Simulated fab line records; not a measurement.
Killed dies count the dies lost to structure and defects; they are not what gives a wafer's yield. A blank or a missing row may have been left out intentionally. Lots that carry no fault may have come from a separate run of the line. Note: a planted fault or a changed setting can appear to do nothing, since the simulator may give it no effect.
fab line records	flow sky130
[record] lots = 7	wafers = 21	last_day = 50
route steps=708 shown LDD_HVP@285 LDD_LDN@289 PAD_OPEN@708
lots with no fault: from the same line, run without faults
start_h: hours from the record's first day to the start of the lot's first wafer shown	wait_h: hours from the lot's prior step to this one	" the same as in the row above	L1.1+2: a row that stands for several wafers	- value missing, or start not given	* or withheld: withheld	< > ~ a bound
route shown NAME@n: a module of which the file shows steps, and the number in the route of the first	usual: mean/standard deviation taken from wafers without a fault	same: alike in all rows	chamber/n: place in a boat	sites: the reading at each site	_std_site: the values' standard deviation	_edge_site: outer sites' mean less inner sites'	radius_mm: for every site, how far away it sits from the centre of the wafer	mask NAME#n: copy n	behind: tool/chamber where the wafer was last shaped	hold: what put the lot on hold/how long, in hours/how the hold closed	device: whichever transistor did not switch (one of n, p or np)	end of line: the tests these same wafers got at the end of their route	a step with no rows: only its recipe	killed: count of dies lost to structure and defects at first sort (not the wafer's yield)	map: a wafer's dies, marking killed ones x, the rest . and places with no die _
set.NAME: setting as actually run; set.NAME@STEP: the setting as run at that earlier step	model.NAME: the simulator's own value behind a step, which no gauge read
lots seen at some steps along the route; tables by step, rows by wafer
services: from which hour (start_h, from the record's first day; less than 0 if before it) a tool's chamber was out of use, for how many hours, and why
[[steps]]
[step SKY_LDD_HVP_OVL_MEAS_07]
[usual] LDD_HVP_OVL = -0.2/1.6
lot.wafer	tool	chamber	start_h	wait_h	LDD_HVP_OVL[nm]
L944.1	overlay-01	-	530.12	0.1	-1.8
L944.4	"	-	"	"	-2.8
L944.5	"	-	"	"	-2.1
L955.3	overlay-01	-	614.14	0.1	0.9
L955.4	"	-	"	"	2.4
L955.6	"	-	"	"	0.2
L956.1	overlay-01	-	620.11	0.1	1.4
L956.3	"	-	"	"	0.8
L956.5	"	-	"	"	-0.9
L958.2	overlay-02	-	637.36	0.1	0.2
L958.4	"	-	"	"	-0.1
L958.5	"	-	"	"	0.8
L959.3	overlay-02	-	656.22	0.1	-0.6
L959.4	"	-	"	"	-2.8
L959.6	"	-	"	"	-0.7
L961.2	overlay-01	-	667.07	0.1	-2.5
L961.3	"	-	"	"	-0.7
L961.4	"	-	"	"	0.2
L962.1	overlay-01	-	672.81	0.1	-0.5
L962.2	"	-	"	"	0.1
L962.5	"	-	"	"	-0.9
[step SKY_LDD_HVP_IMPLANT_08]
[recipe] species = B	energy_kev = 20	dose_cm2 = 1.7e+13	tilt_deg = 17.9
[step SKY_LDD_HVP_STRIP_09]
[recipe] chemistry = O2/N2	power_w = 1400	pressure_mtorr = 1500	platen_temp_c = withheld	o2_flow_sccm = 3000	n2_flow_sccm = 300	overash_fraction = 0.5
[usual] drypump_motor_current_A = 5.61/0.24	oes_product_au = 0.408/0.005	strip_time_to_endpoint_s = 4.132/0.014
lot.wafer	tool	chamber	start_h	wait_h	drypump_motor_current_A	oes_product_au	rf_hours_counter_h	strip_time_to_endpoint_s
L944.1	plasma_asher-01	0	530.31	0.1	5.54	0.402	6	4.116
L944.4	"	0	"	"	5.54	0.407	-	4.122
L944.5	"	0	"	"	5.54	0.402	-	4.121
L955.3	plasma_asher-02	1	614.34	0.1	5.57	0.405	-	4.131
L955.4	"	0	"	"	5.45	0.414	-	4.125
L955.6	"	0	"	"	5.44	0.408	-	4.137
L956.1	plasma_asher-02	1	620.30	0.1	5.57	0.411	50	4.155
L956.3	"	1	"	"	5.55	0.414	-	4.123
L956.5	"	1	"	"	5.56	0.406	-	4.146
L958.2	plasma_asher-02	0	637.54	0.1	5.41	0.411	51	4.143
L958.4	"	1	"	"	5.57	0.409	-	4.137
L958.5	"	0	"	"	5.43	0.408	-	4.140
L959.3	plasma_asher-02	1	656.43	0.1	5.59	0.406	-	4.141
L959.4	"	0	"	"	5.42	0.404	-	4.124
L959.6	"	0	"	"	5.42	0.404	-	4.141
L961.2	plasma_asher-01	0	667.25	0.1	5.56	0.414	20	4.107
L961.3	"	1	"	"	6.00	0.411	-	4.121
L961.4	"	0	"	"	5.55	0.412	-	4.112
L962.1	plasma_asher-04	0	673.00	0.1	5.69	0.406	98	4.114
L962.2	"	1	"	"	5.26	0.406	98	4.124
L962.5	"	1	"	"	5.24	0.406	-	4.121
[step SKY_LDD_HVP_TW_MEAS_10]
[usual] LDD_HVP_TW = 458/4.4
lot.wafer	tool	chamber	start_h	wait_h	LDD_HVP_TW
L944.1	film_metro-01	-	530.41	0.1	452
L944.4	"	-	"	"	455
L944.5	"	-	"	"	454
L955.3	film_metro-02	-	614.43	0.1	463
L955.4	"	-	"	"	460
L955.6	"	-	"	"	462
L956.1	film_metro-04	-	620.40	0.1	457
L956.3	"	-	"	"	457
L956.5	"	-	"	"	459
L958.2	film_metro-04	-	637.65	0.1	461
L958.4	"	-	"	"	460
L958.5	"	-	"	"	462
L959.3	film_metro-01	-	656.52	0.1	454
L959.4	"	-	"	"	454
L959.6	"	-	"	"	456
L961.2	film_metro-02	-	667.36	0.1	465
L961.3	"	-	"	"	466
L961.4	"	-	"	"	465
L962.1	film_metro-04	-	673.10	0.1	462
L962.2	"	-	"	"	460
L962.5	"	-	"	"	459
[step SKY_LDD_LDN_DEHYDRATE_00]
[recipe] temp_c = 200	time_s = 60
[step SKY_LDD_LDN_HMDS_01]
[recipe] prime_time_s = 60	prime_temp_c = 120
[step SKY_LDD_LDN_COAT_02]
[recipe] resist = NOVOLAK	spin_rpm = 3000	resist_thk_nm = 1140
[step SKY_LDD_LDN_SOFTBAKE_03]
[recipe] temp_c = 90	time_s = 60	resist = NOVOLAK
[step SKY_LDD_LDN_EXPOSE_04]
[recipe] mask_id = LDNTM	na = 0.6	source_shape = conventional	sigma_outer = 0.6	polarization = unpolarized	target_cd_nm = 700	dose_mj = 140
[step SKY_LDD_LDN_PEB_05]
[recipe] temp_c = withheld	time_s = *	resist = NOVOLAK
[step SKY_LDD_LDN_DEVELOP_06]
[recipe] resist = NOVOLAK	developer = TMAH	develop_time_s = 60	dev_temp_c = 23
[step SKY_LDD_LDN_OVL_MEAS_07]
[usual] LDD_LDN_OVL = 0.2/1.3
lot.wafer	tool	chamber	start_h	wait_h	LDD_LDN_OVL[nm]
L944.1	overlay-01	-	559.82	0.1	-2.7
L944.4	"	-	"	"	-2.8
L944.5	"	-	"	"	-0.1
L955.3	overlay-01	-	643.61	0.1	2.1
L955.4	"	-	"	"	2.7
L955.6	"	-	"	"	2.8
L956.1	overlay-02	-	649.82	0.1	0.1
L956.3	"	-	"	"	2.2
L956.5	"	-	"	"	0.6
L958.2	overlay-02	-	666.30	0.1	-1.5
L958.4	"	-	"	"	-1.3
L958.5	"	-	"	"	1.2
L959.3	overlay-01	-	684.71	0.1	3.0
L959.4	"	-	"	"	2.3
L959.6	"	-	"	"	2.4
L961.2	overlay-02	-	694.72	0.1	0.7
L961.3	"	-	"	"	0.9
L961.4	"	-	"	"	-1.0
L962.1	overlay-02	-	701.63	0.1	0.7
L962.2	"	-	"	"	0.7
L962.5	"	-	"	"	0.1
[step SKY_LDD_LDN_IMPLANT_08]
[recipe] species = As	energy_kev = 15	dose_cm2 = 1.25e+13	tilt_deg = withheld	rotation_deg = 23
[usual] dose_ions_cm2 = 1.2497e+13/1.3e+10	faraday_current_uA = 70.7/1.3
lot.wafer	tool	chamber	start_h	wait_h	dose_ions_cm2	faraday_current_uA
L944.1	implanter-03	0	559.86	0.0	1.2504e+13	70.3
L944.4	"	0	"	"	1.2499e+13	70.9
L944.5	"	0	"	"	1.2507e+13	72.2
L955.3	implanter-01	0	643.68	0.1	1.2497e+13	72.3
L955.4	"	0	"	"	1.2477e+13	69.4
L955.6	"	0	"	"	1.2498e+13	70.4
L956.1	implanter-01	0	649.86	0.0	6.107e+12	34.9
L956.3	"	0	"	"	6.086e+12	34.7
L956.5	"	0	"	"	6.066e+12	33.9
L958.2	implanter-01	0	666.36	0.0	6.091e+12	34.7
L958.4	"	0	"	"	6.083e+12	34.3
L958.5	"	0	"	"	6.097e+12	34.4
L959.3	implanter-01	0	684.78	0.1	6.075e+12	34.8
L959.4	"	0	"	"	6.089e+12	35.5
L959.6	"	0	"	"	6.095e+12	33.5
L961.2	implanter-03	0	694.77	0.0	1.2505e+13	69.6
L961.3	"	0	"	"	1.2533e+13	70.2
L961.4	"	0	"	"	1.2487e+13	73.3
L962.1	implanter-02	0	701.66	0.0	1.2483e+13	71.3
L962.2	"	0	"	"	1.2485e+13	72.5
L962.5	"	0	"	"	1.25e+13	71.2
[step SKY_LDD_LDN_IMPLANT_09]
[recipe] species = As	energy_kev = 15	dose_cm2 = 1.25e+13	tilt_deg = withheld	rotation_deg = 113
[step SKY_LDD_LDN_IMPLANT_10]
[recipe] species = As	energy_kev = 15	dose_cm2 = 1.25e+13	tilt_deg = withheld	rotation_deg = 203
[step SKY_LDD_LDN_IMPLANT_11]
[recipe] species = As	energy_kev = 15	dose_cm2 = 1.25e+13	tilt_deg = withheld	rotation_deg = 293
[step SKY_LDD_LDN_STRIP_12]
[recipe] chemistry = O2/N2	power_w = 1400	pressure_mtorr = 1500	platen_temp_c = withheld	o2_flow_sccm = 3000	n2_flow_sccm = 300	overash_fraction = 0.5
[usual] drypump_motor_current_A = 5.66/0.23	oes_product_au = 0.716/0.0044	strip_time_to_endpoint_s = 14.18/0.035
lot.wafer	tool	chamber	start_h	wait_h	drypump_motor_current_A	oes_product_au	rf_hours_counter_h	strip_time_to_endpoint_s
L944.1	plasma_asher-02	0	560.46	0.1	5.43	0.713	45	14.19
L944.4	"	1	"	"	5.56	0.721	-	14.21
L944.5	"	1	"	"	5.56	0.719	-	14.20
L955.3	plasma_asher-02	1	644.27	0.1	5.56	0.722	-	14.13
L955.4	"	0	"	"	5.43	0.720	-	14.12
L955.6	"	1	"	"	5.56	0.722	-	14.15
L956.1	plasma_asher-01	1	650.46	0.1	6.02	0.705	18	14.17
L956.3	"	1	"	"	6.04	0.723	-	14.17
L956.5	"	1	"	"	6.03	0.705	-	14.15
L958.2	plasma_asher-02	0	666.93	0.1	5.44	0.719	54	14.20
L958.4	"	0	"	"	5.44	0.714	-	14.19
L958.5	"	0	"	"	5.43	0.711	-	14.21
L959.3	plasma_asher-02	1	685.37	0.1	5.56	0.714	-	14.19
L959.4	"	0	"	"	5.41	0.712	-	14.19
L959.6	"	0	"	"	5.42	0.708	-	14.16
L961.2	plasma_asher-02	0	695.35	0.1	5.43	0.714	57	14.17
L961.3	"	1	"	"	5.56	0.716	-	14.17
L961.4	"	0	"	"	5.42	0.720	-	14.18
L962.1	plasma_asher-01	0	702.26	0.1	5.54	0.712	24	14.25
L962.2	"	1	"	"	6.05	0.708	24	14.27
L962.5	"	1	"	"	5.99	0.712	-	14.26
[step SKY_LDD_LDN_TW_MEAS_13]
[usual] LDD_LDN_TW = 1478/13
lot.wafer	tool	chamber	start_h	wait_h	LDD_LDN_TW
L944.1	film_metro-03	-	560.56	0.1	1485
L944.4	"	-	"	"	1483
L944.5	"	-	"	"	1484
L955.3	film_metro-03	-	644.35	0.1	1463
L955.4	"	-	"	"	1476
L955.6	"	-	"	"	1471
L956.1	film_metro-03	-	650.56	0.1	1415
L956.3	"	-	"	"	1410
L956.5	"	-	"	"	1412
L958.2	film_metro-02	-	667.04	0.1	1450
L958.4	"	-	"	"	1458
L958.5	"	-	"	"	1440
L959.3	film_metro-03	-	685.45	0.1	1413
L959.4	"	-	"	"	1412
L959.6	"	-	"	"	1410
L961.2	film_metro-01	-	695.46	0.1	1464
L961.3	"	-	"	"	1470
L961.4	"	-	"	"	1471
L962.1	film_metro-01	-	702.36	0.1	1468
L962.2	"	-	"	"	1467
L962.5	"	-	"	"	1463
[step SKY_LDD_LDN_CLEAN_14]
[recipe] chemistry = SC1/SC2	mix = 1:4:20	temp_c = 70	time_s = 150	dry = n2_spin
[step SKY_PAD_OPEN_PROBE_99]
[usual] killed_at_M0_to_M3 = 44/6	killed_at_M4_up = 2.9/1.5	killed_at_contacts = 24/4.9	killed_at_front_end = 16/4.3	killed_at_other = 0.3/0.54	killed_dies = 87/8.7	killed_open = 48/6.7	killed_short = 39/5.9
[same] gross_dies = 492	killed_at_back_side = 0
lot.wafer	tool	chamber	start_h	wait_h	killed_at_M0_to_M3	killed_at_M4_up	killed_at_contacts	killed_at_front_end	killed_at_other	killed_dies	killed_open	killed_short	model.etest.tip_sonos.rs_ohm_sq
L944.1	prober-02	-	1101.93	0.1	50	7	31	24	0	112	64	48	2668
L944.4	prober-02	-	1102.08	0.2	43	1	31	7	0	82	37	45	2624
L944.5	prober-02	-	1102.13	0.2	49	3	23	13	1	89	42	46	2583
L955.3	prober-02	-	1153.92	0.2	43	2	27	18	0	90	55	34	2711
L955.4	prober-02	-	1153.97	0.2	38	7	34	19	0	98	56	42	2769
L955.6	prober-02	-	1154.07	0.2	49	2	18	18	1	88	47	40	2760
L956.1	prober-01	-	1157.41	0.1	48	2	21	16	0	87	50	37	2744
L956.3	prober-01	-	1157.51	0.2	38	3	28	8	0	77	44	32	2748
L956.5	prober-01	-	1157.61	0.2	46	3	19	20	1	89	45	44	2745
L958.2	prober-01	-	1169.07	0.1	50	3	14	11	1	79	47	31	2849
L958.4	prober-01	-	1169.17	0.2	31	4	22	12	0	69	36	31	2891
L958.5	prober-01	-	1169.22	0.2	37	2	28	12	0	79	43	36	2906
L959.3	prober-02	-	1181.18	0.2	41	2	21	10	2	76	51	25	2964
L959.4	prober-02	-	1181.23	0.2	50	2	23	8	1	84	54	30	2857
L959.6	prober-02	-	1181.33	0.2	35	4	18	13	1	71	35	34	2898
L961.2	prober-02	-	1187.43	0.1	44	4	22	19	1	90	52	36	2564
L961.3	prober-02	-	1187.48	0.2	35	1	20	18	0	74	43	31	2608
L961.4	prober-02	-	1187.53	0.2	47	4	22	16	0	89	48	38	2561
L962.1	prober-01	-	1191.04	0.1	48	2	18	10	0	78	34	44	2606
L962.2	prober-01	-	1191.09	0.1	50	5	19	22	0	96	56	40	2643
L962.5	prober-01	-	1191.24	0.2	52	3	20	13	1	89	54	35	2665
// killed by level:class
L944.1 LI_CONTACT:geometric_particle:open=10 FIELD_ISO:geometric_particle:short=9 VIA1:geometric_particle:open=9 CONTACT:geometric_particle:open=9 VIA3:geometric_particle:open=9 VIA2:geometric_particle:open=8 METAL1:geometric_particle:short=7 FIELD_ISO:geometric_particle:open=5
L944.4 CONTACT:geometric_particle:open=13 VIA1:geometric_particle:short=7 METAL2:geometric_particle:short=7 LI_CONTACT:geometric_particle:open=6 VIA1:geometric_particle:open=6 VIA2:geometric_particle:open=6 LOCAL_INTERCONNECT:geometric_particle:short=5 CONTACT:geometric_particle:short=5
L944.5 METAL2:geometric_particle:short=10 VIA1:geometric_particle:open=10 CONTACT:geometric_particle:open=8 LI_CONTACT:geometric_particle:open=6 CONTACT:geometric_particle:short=6 VIA2:geometric_particle:open=6 VIA1:geometric_particle:short=5 METAL3:geometric_particle:short=5
L955.3 VIA3:geometric_particle:open=10 VIA1:geometric_particle:open=9 CONTACT:geometric_particle:open=8 LI_CONTACT:geometric_particle:open=7 METAL1:geometric_particle:short=6 POLY_GATE:geometric_particle:open=5 FIELD_ISO:geometric_particle:open=4 FIELD_ISO:geometric_particle:short=4
L955.4 CONTACT:geometric_particle:open=15 CONTACT:geometric_particle:short=7 METAL2:geometric_particle:short=7 VIA1:geometric_particle:open=7 POLY_GATE:geometric_particle:open=6 VIA3:geometric_particle:open=6 LOCAL_INTERCONNECT:geometric_particle:open=5 VIA2:geometric_particle:open=5
L955.6 VIA3:geometric_particle:open=7 POLY_GATE:geometric_particle:short=6 LI_CONTACT:geometric_particle:open=6 CONTACT:geometric_particle:open=6 METAL1:geometric_particle:short=6 VIA1:geometric_particle:open=6 VIA2:geometric_particle:open=6 METAL2:geometric_particle:short=5
L956.1 VIA1:geometric_particle:open=13 CONTACT:geometric_particle:open=8 POLY_GATE:geometric_particle:short=8 LI_CONTACT:geometric_particle:open=8 VIA1:geometric_particle:short=7 VIA2:geometric_particle:open=6 VIA3:geometric_particle:open=5 POLY_GATE:geometric_particle:open=4
L956.3 LI_CONTACT:geometric_particle:open=9 CONTACT:geometric_particle:open=8 VIA2:geometric_particle:open=8 VIA1:geometric_particle:open=8 VIA1:geometric_particle:short=6 CONTACT:geometric_particle:short=5 LI_CONTACT:geometric_particle:short=4 VIA3:geometric_particle:short=4
L956.5 VIA1:geometric_particle:open=13 METAL1:geometric_particle:short=9 CONTACT:geometric_particle:open=7 LI_CONTACT:geometric_particle:open=5 VIA1:geometric_particle:short=5 VIA3:geometric_particle:open=5 FIELD_ISO:geometric_particle:short=4 FIELD_ISO:geometric_particle:open=4
L958.2 VIA1:geometric_particle:open=15 VIA3:geometric_particle:open=12 METAL2:geometric_particle:short=5 VIA2:geometric_particle:open=5 POLY_GATE:geometric_particle:open=4 CONTACT:geometric_particle:short=4 CONTACT:geometric_particle:open=4 METAL1:geometric_particle:short=4
L958.4 VIA1:geometric_particle:open=8 LOCAL_INTERCONNECT:geometric_particle:short=7 VIA3:geometric_particle:open=6 LI_CONTACT:geometric_particle:open=6 CONTACT:geometric_particle:open=5 CONTACT:geometric_particle:short=4 METAL1:geometric_particle:short=4 VIA2:geometric_particle:short=3
L958.5 VIA1:geometric_particle:open=14 CONTACT:geometric_particle:open=9 LI_CONTACT:geometric_particle:open=8 CONTACT:geometric_particle:short=6 VIA1:geometric_particle:short=5 POLY_GATE:geometric_particle:short=4 LI_CONTACT:geometric_particle:short=4 VIA2:geometric_particle:open=4
L959.3 VIA1:geometric_particle:open=11 VIA2:geometric_particle:open=8 LI_CONTACT:geometric_particle:open=7 CONTACT:geometric_particle:open=7 VIA3:geometric_particle:open=6 VIA1:geometric_particle:short=4 POLY_GATE:geometric_particle:short=3 CONTACT:geometric_particle:short=3
L959.4 VIA1:geometric_particle:open=13 VIA3:geometric_particle:open=11 LI_CONTACT:geometric_particle:open=8 CONTACT:geometric_particle:open=8 VIA2:geometric_particle:open=7 METAL3:geometric_particle:short=6 METAL1:geometric_particle:short=5 VIA1:geometric_particle:short=4
L959.6 VIA3:geometric_particle:open=7 CONTACT:geometric_particle:open=6 FIELD_ISO:geometric_particle:short=4 LI_CONTACT:geometric_particle:open=4 LOCAL_INTERCONNECT:geometric_particle:short=4 METAL1:geometric_particle:short=4 VIA2:geometric_particle:open=4 POLY_GATE:geometric_particle:short=3
L961.2 VIA1:geometric_particle:open=12 METAL2:geometric_particle:short=8 POLY_GATE:geometric_particle:open=7 CONTACT:geometric_particle:short=7 VIA3:geometric_particle:open=7 VIA2:geometric_particle:open=7 CONTACT:geometric_particle:open=6 LI_CONTACT:geometric_particle:open=5
L961.3 CONTACT:geometric_particle:open=10 VIA3:geometric_particle:open=7 FIELD_ISO:geometric_particle:open=5 METAL2:geometric_particle:short=5 VIA2:geometric_particle:open=5 FIELD_ISO:geometric_particle:short=4 POLY_GATE:geometric_particle:open=4 LI_CONTACT:geometric_particle:open=4
L961.4 VIA1:geometric_particle:open=11 CONTACT:geometric_particle:open=10 VIA2:geometric_particle:open=8 METAL1:geometric_particle:short=6 FIELD_ISO:geometric_particle:open=5 CONTACT:geometric_particle:short=5 VIA3:geometric_particle:open=5 POLY_GATE:geometric_particle:short=4
L962.1 VIA1:geometric_particle:open=9 VIA1:geometric_particle:short=7 METAL2:geometric_particle:short=7 VIA3:geometric_particle:open=6 LI_CONTACT:geometric_particle:open=6 METAL3:geometric_particle:short=5 CONTACT:geometric_particle:open=4 VIA2:geometric_particle:short=4
L962.2 VIA1:geometric_particle:open=10 LI_CONTACT:geometric_particle:open=9 VIA2:geometric_particle:open=8 VIA3:geometric_particle:open=7 FIELD_ISO:geometric_particle:short=6 CONTACT:geometric_particle:open=6 VIA3:geometric_particle:short=6 FIELD_ISO:geometric_particle:open=5
L962.5 VIA1:geometric_particle:open=13 VIA3:geometric_particle:open=12 LI_CONTACT:geometric_particle:open=8 METAL1:geometric_particle:short=6 CONTACT:geometric_particle:open=5 VIA1:geometric_particle:short=5 VIA2:geometric_particle:open=5 FIELD_ISO:geometric_particle:short=4
[[services]]
tool	chamber	start_h	hours	kind
implanter-03	-	532.57	1.0	repair
implanter-01	-	553.32	4.5	repair
implanter-03	-	580.42	1.7	repair
plasma_asher-02	-	585.92	7.5	repair
implanter-01	-	611.38	3.6	repair
plasma_asher-02	-	620.74	2.8	pm
implanter-01	-	621.01	4.4	pm
plasma_asher-04	-	664.04	2.8	pm
plasma_asher-01	-	677.68	2.8	pm
[[key]]
[first_sign] step = SKY_LDD_LDN_IMPLANT_08	reading = dose_ions_cm2	direction = down	sigmas = 99+	usual = *	struck = *
[effect] step = SKY_LDD_LDN_IMPLANT_08	reading = faraday_current_uA	direction = down	sigmas = 27	usual = 70.7	struck = 34.5
[effect] step = SKY_LDD_LDN_TW_MEAS_13	reading = LDD_LDN_TW	direction = down	sigmas = 4	usual = 1478	struck = 1424
[model_effect] step = SKY_PAD_OPEN_PROBE_99	value = etest.tip_sonos.rs_ohm_sq	without = 2638	struck = 2845
met_at SKY_LDD_LDN_IMPLANT_08
struck_wafers L956.1,L956.3,L956.5,L958.2,L958.4,L958.5,L959.3,L959.4,L959.6
tester_left_out L956,L958,L959
onset_between 643.68 649.86
[fault] kind = process_parameter_drift	tool = implanter-01	chamber = -	onset_h = 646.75	steps = SKY_LDD_LDN_IMPLANT_08	channel = dose_cm2	offset = *	shape = step	end_h = 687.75	acts_in = *	stated = *
// tester_left_out: of these lots the tester's yield and bins aren't shown, on N5 and GAA mostly nor the transistor test; their killed dies are dies lost to structure and defects alone, not to doping, threshold or leakage, so they don't give the yield
